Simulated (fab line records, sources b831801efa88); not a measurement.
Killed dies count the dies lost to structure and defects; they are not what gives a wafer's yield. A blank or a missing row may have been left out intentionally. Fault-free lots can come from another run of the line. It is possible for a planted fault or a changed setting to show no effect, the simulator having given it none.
The same fault as seen by 2 desks / flow sky130 / each desk has only its own numbers; what lay behind them comes last

== DESK OF THE TOOL OWNER: rie si-02 ==
The tool's own readings at SKY_POLY_GATE_ETCH_17 (etches poly-Si in HBr/Cl2, stops on SiO2, target depth 180 nm, time 70.5 s): means of the sampled wafers that have a number, for each lot that ran on this tool. Any lot whose mean is over 4 standard deviations away from the usual mean is out of limits and marked OUT; that distance is given in the brackets.
Columns: A = drypump motor current A at SKY_POLY_GATE_ETCH_17, usual 5.7 A; B = oes product au at SKY_POLY_GATE_ETCH_17, usual 0.983 a.u.; C = run length s at SKY_POLY_GATE_ETCH_17, usual 98.8 s; D = throttle valve pct at SKY_POLY_GATE_ETCH_17, usual 33.685 %
lot=L494; first seen here=day 17 19:38; A=6.4; B=0.985; C=98.9; D=33.683
lot=L495; first seen here=day 18 02:22; A=6.2; B=0.979; C=99.0; D=33.682
lot=L497; first seen here=day 18 17:45; A=5.8; B=0.985; C=99.2; D=33.686
lot=L498; first seen here=day 18 23:38; A=5.7; B=0.977; C=99.3; D=33.695
lot=L501; first seen here=day 20 01:59; A=6.3; B=0.918 (-9.2) OUT; C=106.8 (+21) OUT; D=33.690
lot=L503; first seen here=day 21 01:36; A=5.8; B=0.937 (-6.6) OUT; C=104.7 (+16) OUT; D=33.685
lot=L513; first seen here=day 24 11:29; A=6.4; B=0.975; C=99.0; D=33.681
lot=L515; first seen here=day 25 02:53; A=5.4; B=0.977; C=99.2; D=33.684
This desk finds L501, L503 out of limits, L501 being first, at day 20 01:59 (oes product au at SKY_POLY_GATE_ETCH_17). L494, L495, L497, L498, L513, L515: within limits.

== AT THE METROLOGY DESK ==
What the gauges read, lot by lot, whatever tool the lot ran on: means of the sampled wafers that have a number. Any lot whose mean is over 4 standard deviations away from the usual mean is out of limits and marked OUT; that distance is given in the brackets.
Columns: A = FIELD_ISO_CVD_03_THK at SKY_FIELD_ISO_THK_MEAS_04, usual 165.1 nm; B = VT_ADJUST_LVTN_TW at SKY_VT_ADJUST_LVTN_TW_MEAS_10, usual 241.5
lot=L492; first seen here=day 1 16:23; A=163.8; B=241.0
lot=L494; first seen here=day 2 00:34; A=165.2; B=239.6
lot=L495; first seen here=day 2 05:59; A=168.6; B=239.2
lot=L497; first seen here=day 2 14:29; A=167.9; B=242.0
lot=L498; first seen here=day 2 20:31; A=163.5; B=240.0
lot=L501; first seen here=day 3 12:07; A=169.3; B=243.1
lot=L503; first seen here=day 4 00:01; A=163.6; B=239.7
lot=L510; first seen here=day 5 08:44; A=166.1; B=243.9
lot=L513; first seen here=day 5 22:29; A=162.5; B=244.0
lot=L514; first seen here=day 6 03:57; A=162.9; B=242.1
lot=L515; first seen here=day 6 09:51; A=163.0; B=242.6
Finding of this desk: none of the 11 lots has anything out of limits.

== PUT TOGETHER ==
The tool owner's desk had the chance to raise an alarm at day 20 01:59 on L501, L503.
The metrology desk saw nothing out of limits.
The metrology desk has L501, L503 on record, within its limits.
The lots listed all ran SKY_POLY_GATE_ETCH_17 on rie si-02.

== WHAT WAS PUT IN BY THE SIMULATOR ==
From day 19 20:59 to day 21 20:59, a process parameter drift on rie si-02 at SKY_POLY_GATE_ETCH_17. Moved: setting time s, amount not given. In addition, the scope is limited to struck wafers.
Lots struck among those shown: L501, L503.
Time in hours from fault onset to the first out-of-limits reading at each desk: the tool owner's desk, 5.
